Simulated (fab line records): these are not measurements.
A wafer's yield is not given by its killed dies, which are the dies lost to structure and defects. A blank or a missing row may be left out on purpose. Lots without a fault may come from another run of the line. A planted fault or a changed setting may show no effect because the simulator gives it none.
Which tool did it? -- flow gf180mcu -- at 1 step of a route of 602, 13 lots with 39 wafers sampled

## WHAT THE GAUGES SHOWED, per wafer
The record lacks any reading of a measuring or inspecting step that a usual standard deviation could be used to judge.

## WHAT TOOL EACH LOT RAN ON (gives the tool, then ch and the chambers of the sampled wafers, and finally the start)
lot,GF_HV_LDD_CVD_56
L199,"lpcvd-02 ch 1, day 12 18:06"
L200,"lpcvd-01 ch 1, day 12 21:03"
L202,"lpcvd-02 ch 1, day 13 13:50"
L203,"lpcvd-01 ch 0, day 14 02:06"
L204,"lpcvd-01 ch 1, day 14 10:48"
L206,"lpcvd-01 ch 0, day 15 07:57"
L207,"lpcvd-02 ch 1, day 15 12:47"
L208,"lpcvd-01 ch 1, day 15 19:39"
L210,"lpcvd-01 ch 0, day 16 15:21"
L212,"lpcvd-02 ch 1, day 17 08:11"
L213,"lpcvd-02 ch 1, day 17 15:14"
L220,"lpcvd-02 ch 0, day 20 09:55"
L221,"lpcvd-01 ch 0, day 20 10:29"
- GF_HV_LDD_CVD_56: deposits Si3N4 from DCS/NH3, target thk 90 nm, time 1543 s.

## AS READ BY THE TOOLS THEMSELVES (means over the sampled wafers that have a number; for cases with no such wafer, the mark the record gives instead)
GF_HV_LDD_CVD_56. Usual: spikeTcCentreC 771.4 C, standard deviation 1.5; spikeTcUpperC 769.5 C, standard deviation 1.2; zonePowerCentrePct 14.3 %, standard deviation 0.46; zonePowerUpperPct 13.3 %, standard deviation 0.87.
lot,tool,spikeTcCentreC (C),spikeTcUpperC (C),zonePowerCentrePct (%),zonePowerUpperPct (%),flag
L199,lpcvd-02,774.0,769.8,14.0,13.5,
L200,lpcvd-01,770.7,769.5,14.9,12.3,
L202,lpcvd-02,772.1,770.5,14.1,13.5,
L203,lpcvd-01,773.4,769.3,13.7,13.1,
L204,lpcvd-01,771.5,769.7,14.7,12.3,
L206,lpcvd-01,770.7,769.5,13.6,13.2,
L207,lpcvd-02,772.9,767.6,14.1,13.6,
L208,lpcvd-01,770.9,771.2,14.8,12.2,
L210,lpcvd-01,775.7,736.6,18.1,3.6,OFF
L212,lpcvd-02,773.2,768.3,14.0,13.5,
L213,lpcvd-02,772.8,768.6,14.1,13.6,
L220,lpcvd-02,769.6,768.5,14.9,14.9,
L221,lpcvd-01,771.8,769.3,13.8,13.2,

## THE ANSWER, worked out from the rows above alone
Rule: a lot counts as off when the mean over its wafers that have a number is more than 3 standard deviations away from the usual mean. A lot without any number at a reading at which 4 lots or more have one is off too. Where the step has rows for the other lots, those lots are counted as sound. The gauges are gone through in route order, then the tools' own readings, and for those a lot's mean is taken as printed above. The first step at which some lot is off is used, and at that step the reading that is off furthest; a lot without a number counts as furthest.
Off: L210 (GF_HV_LDD_CVD_56, spikeTcUpperC).
If a tool, at that step or one of the process steps before it, ran each lot that is off and ran no sound lot following the first of them, it fits. No candidate that was tried fits.

## WHAT WAS PUT IN BY THE SIMULATOR
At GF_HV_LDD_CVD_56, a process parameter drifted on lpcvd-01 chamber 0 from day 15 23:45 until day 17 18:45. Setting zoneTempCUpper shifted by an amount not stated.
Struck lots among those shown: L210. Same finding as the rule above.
